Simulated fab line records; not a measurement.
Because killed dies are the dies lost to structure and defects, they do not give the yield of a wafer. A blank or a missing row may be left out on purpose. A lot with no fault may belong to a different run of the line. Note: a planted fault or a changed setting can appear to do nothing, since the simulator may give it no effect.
fab line records + flow sky130
record
- lots=6
- wafers=18
- lastDay=50
route steps=708 shown METAL1@448 VIA1@458 PAD_OPEN@708
lots untouched by any fault: they come from a run of this same line in which no faults occurred
startH: start of the lot's first displayed wafer, in hours after the record's first day + waitH: time in hours since the lot's previous step + " repeats the value in the row above + L1.1+2: a row that stands for several wafers + - no value present, or no start provided + * or withheld: withheld + < > ~ a bound
route shown NAME@n: names a module that has steps shown in the file, with the first one's number in the route + usual: the fault-free wafers' mean and standard deviation + same: alike in all rows + chamber/n: place in a boat + sites: the reading at each site + _std_site: standard deviation across them + _edge_site: inner sites' mean taken away from outer sites' mean + radiusMm: how far each site lies from the wafer's centre + mask NAME#n: copy n + behind: tool/chamber where the wafer was last shaped + hold: why the lot went on hold/how many hours it stayed there/how the hold came to an end + device: which transistor (n, p or np) failed to switch + end of line: the tests these same wafers got at the end of their route + for a step that has no rows: nothing shown but its recipe + killed: dies that structure and defects cost at the first sort, which is not the same as the wafer's yield + map: dies across one wafer; x = killed, . = not, _ = none there
set.NAME: setting as actually run; set.NAME@STEP: the setting as run at that earlier step + model.NAME: the simulator's own value behind a step, which no gauge read
lots at some steps of the route; a table a step, a row a wafer
services: when a tool's chamber went out of use (startH, in hours from the record's first day, below 0 if earlier), for how many hours, and the reason
## steps
# step SKY_METAL1_DEVELOP_14
# recipe
- developTimeS=60
- resist=KrF-thick
- devTempC=21
# step SKY_METAL1_CD_MEAS_15
# recipe
- targetCdNm=140
# usual
- cdNm=140.1/1.4
| lot.wafer | tool     | chamber | startH | waitH | cdNm  |
|-----------|----------|---------|--------|-------|-------|
| L476.1    | cdSem-01 | -       | 817.72 | -     | 138.3 |
| L476.5    | "        | -       | "      | "     | 139.3 |
| L476.6    | "        | -       | "      | "     | 138.7 |
| L477.3    | cdSem-01 | -       | 849.71 | -     | 141.8 |
| L477.4    | "        | -       | "      | "     | 141.3 |
| L477.6    | "        | -       | "      | "     | 141.0 |
| L483.2    | cdSem-02 | -       | 883.20 | -     | 141.3 |
| L483.5    | "        | -       | "      | "     | 140.0 |
| L483.6    | "        | -       | "      | "     | 140.2 |
| L484.1    | cdSem-01 | -       | 893.58 | -     | 139.8 |
| L484.3    | "        | -       | "      | "     | 138.1 |
| L484.4    | "        | -       | "      | "     | 136.2 |
| L487.2    | cdSem-01 | -       | 905.34 | -     | 138.0 |
| L487.3    | "        | -       | "      | "     | 138.7 |
| L487.4    | "        | -       | "      | "     | 139.9 |
| L492.3    | cdSem-01 | -       | 935.78 | -     | 139.8 |
| L492.4    | "        | -       | "      | "     | 139.5 |
| L492.5    | "        | -       | "      | "     | 139.0 |
# step SKY_METAL1_OVL_MEAS_16
# usual
- METAL1_OVL=-1/4.2
| lot.wafer | tool       | chamber | startH | waitH | METAL1_OVL[nm] |
|-----------|------------|---------|--------|-------|----------------|
| L476.1    | overlay-02 | -       | 817.84 | 0.1   | 10             |
| L476.5    | "          | -       | "      | "     | 8              |
| L476.6    | "          | -       | "      | "     | 6              |
| L477.3    | overlay-02 | -       | 849.80 | 0.1   | -8             |
| L477.4    | "          | -       | "      | "     | -4             |
| L477.6    | "          | -       | "      | "     | -2             |
| L483.2    | overlay-01 | -       | 883.31 | 0.1   | 0              |
| L483.5    | "          | -       | "      | "     | -1             |
| L483.6    | "          | -       | "      | "     | -5             |
| L484.1    | overlay-02 | -       | 893.70 | 0.1   | -2             |
| L484.3    | "          | -       | "      | "     | -5             |
| L484.4    | "          | -       | "      | "     | -1             |
| L487.2    | overlay-01 | -       | 905.44 | 0.1   | 8              |
| L487.3    | "          | -       | "      | "     | -1             |
| L487.4    | "          | -       | "      | "     | 1              |
| L492.3    | overlay-01 | -       | 935.87 | 0.1   | -8             |
| L492.4    | "          | -       | "      | "     | -4             |
| L492.5    | "          | -       | "      | "     | -5             |
# step SKY_METAL1_DESCUM_17
# recipe
- chemistry=O2
- sourcePowerW=150
- biasPowerW=0
- pressureMtorr=10
- tempC=40
- timeS=8
# usual
- drypumpMotorCurrentA=5.5/0.38
- oesProductAu=0.999/0.014
- rfFwdPowerW=147.2/0.82
| lot.wafer | tool        | chamber | startH | waitH | drypumpMotorCurrentA | oesProductAu | rfFwdPowerW | rfHoursCounterH |
|-----------|-------------|---------|--------|-------|----------------------|--------------|-------------|-----------------|
| L476.1    | rieMetal-04 | 0       | 817.87 | 0.0   | 5.4                  | 0.977        | 145.7       | 7               |
| L476.5    | "           | 0       | "      | "     | 5.4                  | 0.976        | 145.8       | -               |
| L476.6    | "           | 1       | "      | "     | 5.6                  | 0.994        | 148.2       | -               |
| L477.3    | rieMetal-02 | 1       | 849.83 | 0.0   | 5.3                  | 0.979        | 147.4       | -               |
| L477.4    | "           | 0       | "      | "     | 6.2                  | 1.004        | 148.0       | -               |
| L477.6    | "           | 0       | "      | "     | 6.2                  | 1.004        | 147.8       | -               |
| L483.2    | rieMetal-02 | 0       | 883.34 | 0.0   | 6.2                  | 1.016        | 148.6       | 8               |
| L483.5    | "           | 1       | "      | "     | 5.3                  | 0.979        | 147.8       | -               |
| L483.6    | "           | 0       | "      | "     | 6.2                  | 1.006        | 147.8       | -               |
| L484.1    | rieMetal-01 | 0       | 893.74 | 0.0   | 5.2                  | 1.005        | 145.9       | 15              |
| L484.3    | "           | 0       | "      | "     | 5.2                  | 1.006        | 145.8       | -               |
| L484.4    | "           | 1       | "      | "     | 5.1                  | 1.017        | 147.2       | -               |
| L487.2    | rieMetal-01 | 1       | 905.47 | 0.0   | 5.1                  | 1.021        | 147.6       | 8               |
| L487.3    | "           | 1       | "      | "     | 5.1                  | 1.023        | 147.5       | -               |
| L487.4    | "           | 0       | "      | "     | 5.2                  | 1.005        | 146.4       | -               |
| L492.3    | rieMetal-01 | 0       | 935.90 | 0.0   | 5.2                  | 1.000        | 146.4       | -               |
| L492.4    | "           | 1       | "      | "     | 5.1                  | 1.018        | 147.2       | -               |
| L492.5    | "           | 1       | "      | "     | 5.1                  | 1.015        | 147.7       | -               |
# step SKY_METAL1_ETCH_18
# recipe
- chemistry=N2/H2
- target=BARC
- ionEnergyEv=200
- biasW=100
- pressureMtorr=30
- n2FlowSccm=100
- h2FlowSccm=200
- icpW=500
- stopOn=SiO2
- timeS=47.72
- targetDepthA=600
# usual
- drypumpMotorCurrentA=5.5/0.38
- oesProductAu=0.848/0.005
- throttleValvePct=13.224/0.0089
| lot.wafer | tool        | chamber | startH | waitH | drypumpMotorCurrentA | oesProductAu | rfHoursCounterH | throttleValvePct |
|-----------|-------------|---------|--------|-------|----------------------|--------------|-----------------|------------------|
| L476.1    | rieMetal-04 | 0       | 817.90 | 0.0   | 5.4                  | 0.844        | 7               | 13.217           |
| L476.5    | "           | 0       | "      | "     | 5.4                  | 0.846        | -               | 13.234           |
| L476.6    | "           | 1       | "      | "     | 5.7                  | 0.845        | -               | 13.212           |
| L477.3    | rieMetal-02 | 1       | 849.88 | 0.0   | 5.4                  | 0.856        | -               | 13.228           |
| L477.4    | "           | 0       | "      | "     | 6.2                  | 0.850        | -               | 13.216           |
| L477.6    | "           | 0       | "      | "     | 6.2                  | 0.845        | -               | 13.226           |
| L483.2    | rieMetal-02 | 0       | 883.37 | 0.0   | 6.2                  | 0.842        | 9               | 13.240           |
| L483.5    | "           | 1       | "      | "     | 5.4                  | 0.846        | -               | 13.223           |
| L483.6    | "           | 0       | "      | "     | 6.2                  | 0.847        | -               | 13.227           |
| L484.1    | rieMetal-01 | 0       | 893.77 | 0.0   | 5.2                  | 0.853        | 15              | 13.226           |
| L484.3    | "           | 0       | "      | "     | 5.2                  | 0.854        | -               | 13.221           |
| L484.4    | "           | 1       | "      | "     | 5.1                  | 0.851        | -               | 13.217           |
| L487.2    | rieMetal-01 | 1       | 905.51 | 0.0   | 5.1                  | 0.840        | 8               | 13.230           |
| L487.3    | "           | 1       | "      | "     | 5.1                  | 0.846        | -               | 13.222           |
| L487.4    | "           | 0       | "      | "     | 5.2                  | 0.850        | -               | 13.244           |
| L492.3    | rieMetal-01 | 0       | 935.95 | 0.0   | 5.2                  | 0.840        | -               | 13.220           |
| L492.4    | "           | 1       | "      | "     | 5.1                  | 0.846        | -               | 13.229           |
| L492.5    | "           | 1       | "      | "     | 5.1                  | 0.850        | -               | 13.232           |
# step SKY_METAL1_METAL_ETCH_19
# recipe
- targetDepthA=3600
- stopOn=SiO2
- overEtchFrac=0.3
- timeS=78
- chemistry=Cl2/BCl3
- resistSidewallDeg=88
- pressureMtorr=10
- icpW=900
- biasW=48.5
- Cl2_flow_sccm=60
- bcl3FlowSccm=30
# usual
- drypumpMotorCurrentA=5.5/0.38
- mfcCl2Sccm=60.01/0.2
- oesProductAu=0.856/0.0052
- rfFwdPowerW=894/3.2
- throttleValvePct=22.264/0.0093
| lot.wafer | tool        | chamber | startH | waitH | drypumpMotorCurrentA | mfcCl2Sccm | oesProductAu | rfFwdPowerW | rfHoursCounterH | throttleValvePct |
|-----------|-------------|---------|--------|-------|----------------------|------------|--------------|-------------|-----------------|------------------|
| L476.1    | rieMetal-04 | 0       | 817.97 | 0.0   | 5.4                  | 60.07      | 0.855        | 889         | 7               | 22.266           |
| L476.5    | "           | 0       | "      | "     | 5.4                  | 60.33      | 0.855        | 894         | -               | 22.265           |
| L476.6    | "           | 1       | "      | "     | 5.7                  | 60.20      | 0.858        | 894         | -               | 22.250           |
| L477.3    | rieMetal-02 | 1       | 849.95 | 0.1   | 5.4                  | 60.24      | 0.857        | 895         | -               | 22.248           |
| L477.4    | "           | 0       | "      | "     | 6.2                  | 59.90      | 0.857        | 899         | -               | 22.282           |
| L477.6    | "           | 0       | "      | "     | 6.2                  | 59.87      | 0.853        | 898         | -               | 22.263           |
| L483.2    | rieMetal-02 | 0       | 883.43 | 0.0   | 6.2                  | 59.87      | 0.864        | 897         | 9               | 22.267           |
| L483.5    | "           | 1       | "      | "     | 5.3                  | 60.51      | 0.860        | 898         | -               | 22.261           |
| L483.6    | "           | 0       | "      | "     | 6.2                  | 60.02      | 0.853        | 897         | -               | 22.251           |
| L484.1    | rieMetal-01 | 0       | 893.83 | 0.0   | 5.2                  | 60.03      | 0.857        | 885         | 15              | 22.247           |
| L484.3    | "           | 0       | "      | "     | 5.2                  | 60.05      | 0.859        | 892         | -               | 22.249           |
| L484.4    | "           | 1       | "      | "     | 5.1                  | 59.96      | 0.852        | 891         | -               | 22.275           |
| L487.2    | rieMetal-01 | 1       | 905.57 | 0.0   | 5.1                  | 60.08      | 0.848        | 892         | 8               | 22.264           |
| L487.3    | "           | 1       | "      | "     | 5.1                  | 60.13      | 0.863        | 894         | -               | 22.266           |
| L487.4    | "           | 0       | "      | "     | 5.2                  | 60.02      | 0.855        | 888         | -               | 22.269           |
| L492.3    | rieMetal-01 | 0       | 936.02 | 0.1   | 5.2                  | 60.50      | 0.852        | 895         | -               | 22.251           |
| L492.4    | "           | 1       | "      | "     | 5.1                  | 59.88      | 0.856        | 889         | -               | 22.266           |
| L492.5    | "           | 1       | "      | "     | 5.1                  | 59.80      | 0.857        | 893         | -               | 22.263           |
# step SKY_METAL1_STRIP_20
# recipe
- chemistry=O2/N2
- powerW=1400
- pressureMtorr=1500
- platenTempC=withheld
- o2FlowSccm=3000
- n2FlowSccm=300
- overashFraction=0.5
# usual
- drypumpMotorCurrentA=5.6/0.33
- oesProductAu=0.342/0.0057
- stripTimeToEndpointS=2.68/0.066
| lot.wafer | tool           | chamber | startH | waitH | drypumpMotorCurrentA | oesProductAu | rfHoursCounterH | stripTimeToEndpointS |
|-----------|----------------|---------|--------|-------|----------------------|--------------|-----------------|----------------------|
| L476.1    | plasmaAsher-01 | 1       | 818.06 | 0.1   | 5.2                  | 0.353        | 38              | 2.79                 |
| L476.5    | "              | 1       | "      | "     | 5.2                  | 0.349        | -               | 2.76                 |
| L476.6    | "              | 0       | "      | "     | 5.6                  | 0.349        | -               | 2.71                 |
| L477.3    | plasmaAsher-03 | 0       | 850.04 | 0.1   | 5.7                  | 0.349        | -               | 2.76                 |
| L477.4    | "              | 1       | "      | "     | 6.1                  | 0.339        | -               | 2.62                 |
| L477.6    | "              | 0       | "      | "     | 5.7                  | 0.341        | -               | 2.63                 |
| L483.2    | plasmaAsher-03 | 0       | 883.52 | 0.1   | 5.7                  | 0.342        | 75              | 2.60                 |
| L483.5    | "              | 1       | "      | "     | 6.1                  | 0.344        | -               | 2.70                 |
| L483.6    | "              | 0       | "      | "     | 5.7                  | 0.342        | -               | 2.59                 |
| L484.1    | plasmaAsher-01 | 0       | 893.92 | 0.1   | 5.5                  | 0.344        | 45              | 2.60                 |
| L484.3    | "              | 1       | "      | "     | 5.2                  | 0.342        | -               | 2.63                 |
| L484.4    | "              | 0       | "      | "     | 5.5                  | 0.337        | -               | 2.61                 |
| L487.2    | plasmaAsher-01 | 0       | 905.66 | 0.1   | 5.6                  | 0.338        | 45              | 2.58                 |
| L487.3    | "              | 0       | "      | "     | 5.6                  | 0.340        | -               | 2.61                 |
| L487.4    | "              | 1       | "      | "     | 5.2                  | 0.352        | -               | 2.63                 |
| L492.3    | plasmaAsher-04 | 0       | 936.11 | 0.1   | 5.1                  | 0.347        | -               | 2.61                 |
| L492.4    | "              | 1       | "      | "     | 5.6                  | 0.326        | -               | 2.56                 |
| L492.5    | "              | 0       | "      | "     | 5.0                  | 0.328        | -               | 2.62                 |
# step SKY_METAL1_STRIP_21
# recipe
- chemistry=postEtchResidueRemover
- timeS=1200
- tempC=72.5
# step SKY_METAL1_CLEAN_22
# recipe
- chemistry=IPA
- timeS=180
- tempC=25
# step SKY_METAL1_CLEAN_23
# recipe
- chemistry=O3/DIW
- dry=n2Spin
# step SKY_VIA1_HDPCVD_00
# recipe
- material=SiO2
- targetThkNm=1030
- sigmaOpenFrac=0.3
- timeS=171.7
- tempC=400
- sih4FlowSccm=60
- pressureMtorr=6
# step SKY_VIA1_THK_MEAS_01
# recipe
- reads=SiO2_of_VIA1_HDPCVD_00
# usual
- VIA1_HDPCVD_THK=1030/11
| lot.wafer | tool         | chamber | startH | waitH | VIA1_HDPCVD_THK[nm] |
|-----------|--------------|---------|--------|-------|---------------------|
| L476.1    | filmMetro-04 | -       | 818.76 | 0.1   | 1053                |
| L476.5    | "            | -       | "      | "     | 1050                |
| L476.6    | "            | -       | "      | "     | 1037                |
| L477.3    | filmMetro-03 | -       | 850.84 | 0.1   | 1035                |
| L477.4    | "            | -       | "      | "     | 1031                |
| L477.6    | "            | -       | "      | "     | 1026                |
| L483.2    | filmMetro-04 | -       | 884.25 | 0.1   | 1041                |
| L483.5    | "            | -       | "      | "     | 1048                |
| L483.6    | "            | -       | "      | "     | 1037                |
| L484.1    | filmMetro-04 | -       | 894.63 | 0.1   | 1021                |
| L484.3    | "            | -       | "      | "     | 1024                |
| L484.4    | "            | -       | "      | "     | 1029                |
| L487.2    | filmMetro-03 | -       | 906.37 | 0.1   | 1024                |
| L487.3    | "            | -       | "      | "     | 1018                |
| L487.4    | "            | -       | "      | "     | 1021                |
| L492.3    | filmMetro-03 | -       | 936.80 | 0.1   | 1026                |
| L492.4    | "            | -       | "      | "     | 1027                |
| L492.5    | "            | -       | "      | "     | 1034                |
# step SKY_VIA1_CMP_02
# recipe
- material=SiO2
- downForcePsi=4
- platenRpm=60
- padVelocityMS=0.94248
# usual
- edgeZonePressureFrac=1.000/0.0052
- motorCurrentA=12.6/1.1
- platenRpm=60.00/0.041
- slurryFlowMlMin=150.0/0.44
| lot.wafer | tool   | chamber | startH | waitH | edgeZonePressureFrac | motorCurrentA | platenRpm | slurryFlowMlMin |
|-----------|--------|---------|--------|-------|----------------------|---------------|-----------|-----------------|
| L476.1    | cmp-02 | 2       | 818.97 | 0.2   | 1.005                | 13.8          | 66.00     | 149.8           |
| L476.5    | "      | 3       | "      | "     | 1.013                | 12.9          | 65.95     | 150.0           |
| L476.6    | "      | 0       | "      | "     | 1.000                | 11.0          | 65.98     | 150.7           |
| L477.3    | cmp-02 | 3       | 850.88 | 0.0   | 1.003                | 13.0          | 66.05     | 150.8           |
| L477.4    | "      | 0       | "      | "     | 1.006                | 10.7          | 66.02     | 149.3           |
| L477.6    | "      | 3       | "      | "     | 1.000                | 13.5          | 66.03     | 150.3           |
| L483.2    | cmp-01 | 2       | 884.45 | 0.2   | 0.994                | 12.1          | 59.95     | 150.2           |
| L483.6    | "      | 3       | "      | "     | 0.998                | 12.7          | 59.94     | 150.1           |
| L483.5    | "      | 0       | "      | "     | 1.013                | 12.8          | 60.01     | 149.1           |
| L484.4    | cmp-01 | 3       | 894.69 | 0.0   | 1.002                | 11.8          | 60.00     | 151.0           |
| L484.1    | "      | 0       | "      | "     | 0.994                | 12.7          | 59.95     | 150.4           |
| L484.3    | "      | 2       | "      | "     | 0.994                | 11.7          | 60.00     | 150.8           |
| L487.3    | cmp-01 | 1       | 906.47 | 0.1   | 1.005                | 11.3          | 60.05     | 149.7           |
| L487.4    | "      | 2       | "      | "     | 1.005                | 12.0          | 59.97     | 150.1           |
| L487.2    | "      | 3       | "      | "     | 0.998                | 12.7          | 60.08     | 149.5           |
| L492.4    | cmp-02 | 0       | 936.89 | 0.1   | 1.002                | 10.9          | 60.04     | 149.5           |
| L492.3    | "      | 2       | "      | "     | 1.000                | 13.4          | 59.96     | 150.5           |
| L492.5    | "      | 0       | "      | "     | 1.001                | 10.9          | 59.95     | 149.6           |
# step SKY_VIA1_BOW_MEAS_03
# recipe
- mode=bow
# usual
- VIA1_BOW=80/6.5
| lot.wafer | tool         | chamber | startH | waitH | VIA1_BOW[um] |
|-----------|--------------|---------|--------|-------|--------------|
| L476.1    | filmMetro-01 | -       | 819.12 | 0.1   | 72           |
| L476.5    | "            | -       | "      | "     | 72           |
| L476.6    | "            | -       | "      | "     | 85           |
| L477.3    | filmMetro-04 | -       | 851.22 | 0.3   | 72           |
| L477.4    | "            | -       | "      | "     | 83           |
| L477.6    | "            | -       | "      | "     | 74           |
| L483.2    | filmMetro-04 | -       | 884.62 | 0.1   | 85           |
| L483.5    | "            | -       | "      | "     | 80           |
| L483.6    | "            | -       | "      | "     | 84           |
| L484.1    | filmMetro-04 | -       | 894.99 | 0.2   | 80           |
| L484.3    | "            | -       | "      | "     | 84           |
| L484.4    | "            | -       | "      | "     | 84           |
| L487.2    | filmMetro-04 | -       | 906.74 | 0.1   | 80           |
| L487.3    | "            | -       | "      | "     | 84           |
| L487.4    | "            | -       | "      | "     | 76           |
| L492.3    | filmMetro-01 | -       | 937.18 | 0.1   | 79           |
| L492.4    | "            | -       | "      | "     | 79           |
| L492.5    | "            | -       | "      | "     | 84           |
# step SKY_PAD_OPEN_PROBE_99
# usual
- defectLimitedYield=82.3/2.1
- killed_at_M0_to_M3=44/7.3
- killed_at_M4_up=3.3/1.8
- killedAtContacts=24/5.3
- killedAtFrontEnd=16/5
- killedAtOther=0.2/0.51
- killedDies=87/10
- killedOpen=47/7.5
- killedShort=40/6.3
- sort_bin_3_pad_short=0.9/0.41
- sort_bin_5_function=10.5/1.6
- sort_bin_6_memory=6.3/1.2
- sortNPass=405/10
- sortYieldPct=82.3/2.1
# same
- grossDies=492
- killedAtBackSide=0
- sort_bin_4_leakage[%]=0
- sort_bin_8_speed[%]=0
| lot.wafer | tool      | chamber | startH  | waitH | defectLimitedYield[%] | killed_at_M0_to_M3 | killed_at_M4_up | killedAtContacts | killedAtFrontEnd | killedAtOther | killedDies | killedOpen | killedShort | sort_bin_3_pad_short[%] | sort_bin_5_function[%] | sort_bin_6_memory[%] | sortNPass | sortYieldPct[%] |
|-----------|-----------|---------|---------|-------|-----------------------|--------------------|-----------------|------------------|------------------|---------------|------------|------------|-------------|-------------------------|------------------------|----------------------|-----------|-----------------|
| L476.1    | prober-02 | -       | 1120.40 | 0.1   | 84.8                  | 28                 | 2               | 24               | 20               | 1             | 75         | 39         | 36          | 0.8                     | 10.2                   | 4.3                  | 417       | 84.8            |
| L476.5    | prober-02 | -       | 1120.60 | 0.2   | 82.5                  | 31                 | 1               | 28               | 25               | 1             | 86         | 45         | 41          | 1.2                     | 10.6                   | 5.7                  | 406       | 82.5            |
| L476.6    | prober-02 | -       | 1120.65 | 0.2   | 80.5                  | 34                 | 5               | 28               | 29               | 0             | 96         | 57         | 39          | 0.8                     | 11.0                   | 7.7                  | 396       | 80.5            |
| L477.3    | prober-02 | -       | 1142.30 | 0.2   | 83.5                  | 35                 | 5               | 26               | 14               | 1             | 81         | 39         | 42          | 1.0                     | 9.3                    | 6.1                  | 411       | 83.5            |
| L477.4    | prober-02 | -       | 1142.35 | 0.2   | 82.3                  | 38                 | 5               | 36               | 7                | 1             | 87         | 43         | 44          | 1.0                     | 11.4                   | 5.3                  | 405       | 82.3            |
| L477.6    | prober-02 | -       | 1142.45 | 0.2   | 81.1                  | 42                 | 4               | 27               | 20               | 0             | 93         | 48         | 45          | 0.4                     | 11.8                   | 6.7                  | 399       | 81.1            |
| L484.1    | prober-01 | -       | 1175.22 | 0.1   | 84.8                  | 36                 | 5               | 22               | 12               | 0             | 75         | 32         | 43          | 0.4                     | 10.4                   | 4.5                  | 417       | 84.8            |
| L484.3    | prober-01 | -       | 1175.32 | 0.2   | 82.9                  | 47                 | 7               | 21               | 9                | 0             | 84         | 43         | 41          | 0.6                     | 11.2                   | 5.3                  | 408       | 82.9            |
| L484.4    | prober-01 | -       | 1175.37 | 0.2   | 82.5                  | 48                 | 2               | 26               | 10               | 0             | 86         | 52         | 34          | 0.4                     | 11.0                   | 6.1                  | 406       | 82.5            |
| L487.2    | prober-02 | -       | 1182.31 | 0.1   | 83.3                  | 40                 | 2               | 29               | 11               | 0             | 82         | 46         | 36          | 0.6                     | 10.8                   | 5.3                  | 410       | 83.3            |
| L487.3    | prober-02 | -       | 1182.36 | 0.2   | 82.9                  | 45                 | 3               | 20               | 16               | 0             | 84         | 48         | 36          | 0.8                     | 8.9                    | 7.3                  | 408       | 82.9            |
| L487.4    | prober-02 | -       | 1182.41 | 0.2   | 82.9                  | 35                 | 9               | 27               | 13               | 0             | 84         | 44         | 40          | 1.2                     | 9.1                    | 6.7                  | 408       | 82.9            |
| L492.3    | prober-01 | -       | 1202.85 | 0.2   | 79.5                  | 53                 | 9               | 21               | 18               | 0             | 101        | 55         | 46          | 1.4                     | 11.8                   | 7.3                  | 391       | 79.5            |
| L492.4    | prober-01 | -       | 1202.90 | 0.2   | 80.9                  | 43                 | 1               | 37               | 13               | 0             | 94         | 57         | 37          | 1.2                     | 10.6                   | 7.3                  | 398       | 80.9            |
| L492.5    | prober-01 | -       | 1202.95 | 0.2   | 81.5                  | 51                 | 2               | 18               | 19               | 1             | 91         | 47         | 44          | 0.4                     | 10.8                   | 7.3                  | 401       | 81.5            |
# killed by level:class
L476.1 CONTACT:geometricParticle:open=9 FIELD_ISO:geometricParticle:short=8 VIA1:geometricParticle:open=8 LI_CONTACT:geometricParticle:open=6 VIA1:geometricParticle:short=5 FIELD_ISO:geometricParticle:open=4 LOCAL_INTERCONNECT:geometricParticle:short=4 VIA2:geometricParticle:open=4
L476.5 CONTACT:geometricParticle:open=10 FIELD_ISO:geometricParticle:short=7 LOCAL_INTERCONNECT:geometricParticle:short=7 VIA2:geometricParticle:open=7 VIA1:geometricParticle:open=6 FIELD_ISO:geometricParticle:open=5 METAL2:geometricParticle:short=5 VIA3:geometricParticle:open=5
L476.6 CONTACT:geometricParticle:open=15 VIA1:geometricParticle:open=11 FIELD_ISO:geometricParticle:open=9 FIELD_ISO:geometricParticle:short=8 POLY_GATE:geometricParticle:short=5 VIA3:geometricParticle:open=5 LI_CONTACT:geometricParticle:open=4 VIA1:geometricParticle:short=4
L477.3 CONTACT:geometricParticle:open=9 CONTACT:geometricParticle:short=6 VIA1:geometricParticle:open=6 LI_CONTACT:geometricParticle:open=5 VIA1:geometricParticle:short=5 FIELD_ISO:geometricParticle:short=4 METAL3:geometricParticle:short=4 METAL1:geometricParticle:short=4
L477.4 CONTACT:geometricParticle:open=15 VIA1:geometricParticle:open=12 CONTACT:geometricParticle:short=10 LI_CONTACT:geometricParticle:open=5 METAL2:geometricParticle:short=5 METAL1:geometricParticle:short=4 VIA1:geometricParticle:short=4 VIA2:geometricParticle:open=4
L477.6 VIA1:geometricParticle:open=12 CONTACT:geometricParticle:open=9 VIA3:geometricParticle:open=7 CONTACT:geometricParticle:short=6 POLY_GATE:geometricParticle:open=6 VIA1:geometricParticle:short=6 METAL2:geometricParticle:short=5 LI_CONTACT:geometricParticle:open=4
L484.1 METAL2:geometricParticle:short=10 CONTACT:geometricParticle:short=7 METAL1:geometricParticle:short=7 CONTACT:geometricParticle:open=6 LI_CONTACT:geometricParticle:open=5 VIA2:geometricParticle:open=5 VIA3:geometricParticle:open=5 FIELD_ISO:geometricParticle:short=3
L484.3 VIA1:geometricParticle:open=11 METAL1:geometricParticle:short=9 LI_CONTACT:geometricParticle:open=8 CONTACT:geometricParticle:open=8 VIA1:geometricParticle:short=7 VIA3:geometricParticle:open=7 METAL4:geometricParticle:short=5 FIELD_ISO:geometricParticle:short=4
L484.4 VIA1:geometricParticle:open=10 VIA3:geometricParticle:open=10 LI_CONTACT:geometricParticle:open=9 VIA1:geometricParticle:short=9 VIA2:geometricParticle:open=7 CONTACT:geometricParticle:open=5 POLY_GATE:geometricParticle:open=4 LI_CONTACT:geometricParticle:short=3
L487.2 VIA1:geometricParticle:open=11 LI_CONTACT:geometricParticle:open=9 CONTACT:geometricParticle:open=9 CONTACT:geometricParticle:short=7 VIA3:geometricParticle:short=6 FIELD_ISO:geometricParticle:short=4 FIELD_ISO:geometricParticle:open=4 VIA2:geometricParticle:short=4
L487.3 VIA2:geometricParticle:open=12 METAL1:geometricParticle:short=8 LOCAL_INTERCONNECT:geometricParticle:short=7 VIA1:geometricParticle:open=7 FIELD_ISO:geometricParticle:open=6 CONTACT:geometricParticle:open=6 LI_CONTACT:geometricParticle:open=5 METAL2:geometricParticle:short=4
L487.4 CONTACT:geometricParticle:open=12 VIA1:geometricParticle:open=8 VIA3:geometricParticle:open=6 LI_CONTACT:geometricParticle:short=6 LI_CONTACT:geometricParticle:open=5 VIA2:geometricParticle:open=5 METAL4:geometricParticle:short=5 FIELD_ISO:geometricParticle:short=4
L492.3 METAL1:geometricParticle:short=11 VIA1:geometricParticle:open=10 CONTACT:geometricParticle:open=8 VIA3:geometricParticle:open=8 LI_CONTACT:geometricParticle:open=7 FIELD_ISO:geometricParticle:short=6 VIA1:geometricParticle:short=6 VIA2:geometricParticle:open=6
L492.4 CONTACT:geometricParticle:open=20 METAL1:geometricParticle:short=13 VIA2:geometricParticle:open=9 VIA1:geometricParticle:open=7 LI_CONTACT:geometricParticle:open=6 FIELD_ISO:geometricParticle:open=5 LOCAL_INTERCONNECT:geometricParticle:short=5 CONTACT:geometricParticle:short=5
L492.5 METAL1:geometricParticle:short=12 CONTACT:geometricParticle:open=10 VIA3:geometricParticle:open=8 VIA1:geometricParticle:open=7 FIELD_ISO:geometricParticle:short=6 FIELD_ISO:geometricParticle:open=5 POLY_GATE:geometricParticle:short=5 VIA2:geometricParticle:open=5
## services
| tool           | chamber | startH | hours | kind                          |
|----------------|---------|--------|-------|-------------------------------|
| cmp-01         | -       | 805.76 | 1.3   | repair                        |
| rieMetal-04    | -       | 811.24 | 0.2   | repair                        |
| plasmaAsher-04 | -       | 820.85 | 1.5   | repair                        |
| cmp-02         | -       | 832.83 | 4.5   | repair                        |
| plasmaAsher-01 | -       | 833.13 | 7.7   | pm                            |
| cmp-02         | -       | 837.77 | 9.1   | pm                            |
| plasmaAsher-01 | -       | 853.40 | 6.8   | repair                        |
| cmp-01         | -       | 857.19 | 9.5   | pm                            |
| rieMetal-04    | 1       | 866.96 | 5.2   | repair                        |
| plasmaAsher-01 | -       | 880.03 | 0.5   | repair                        |
| cmp-01         | -       | 914.30 | 7.6   | pm                            |
| cmp-01         | -       | 921.89 | 4.0   | pm                            |
| cmp-01         | -       | 925.89 | -     | consumableReplace:conditioner |
| cmp-01         | -       | 925.89 | -     | consumableReplace:pad         |
| plasmaAsher-03 | -       | 928.35 | 1.0   | repair                        |
| cmp-02         | -       | 931.82 | 4.7   | repair                        |
| rieMetal-04    | -       | 933.36 | 4.3   | pm                            |
| plasmaAsher-03 | -       | 934.25 | 2.8   | pm                            |
| plasmaAsher-01 | -       | 934.33 | 1.2   | repair                        |
| plasmaAsher-01 | -       | 935.68 | 1.6   | repair                        |
| rieMetal-01    | 0       | 936.57 | -     | clean                         |
| rieMetal-01    | 0       | 936.57 | 26.3  | scheduledDown                 |
| rieMetal-01    | 0       | 936.57 | 26.3  | ventCycle                     |
## key
firstSign
- step=SKY_VIA1_CMP_02
- reading=platenRpm
- direction=up
- sigmas=99+
- usual=60.00
- struck=66.01
effect none on later readings
metAt SKY_VIA1_CMP_02
struckWafers L476.1,L476.5,L476.6,L477.3,L477.4,L477.6
fault
- kind=processParameterDrift
- tool=cmp-02
- chamber=-
- onsetH=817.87
- steps=SKY_VIA1_CMP_02
- channel=platenRpm
- offset=6
- shape=step
- endH=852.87
- actsIn=theseRecipesOnly
- stated=60
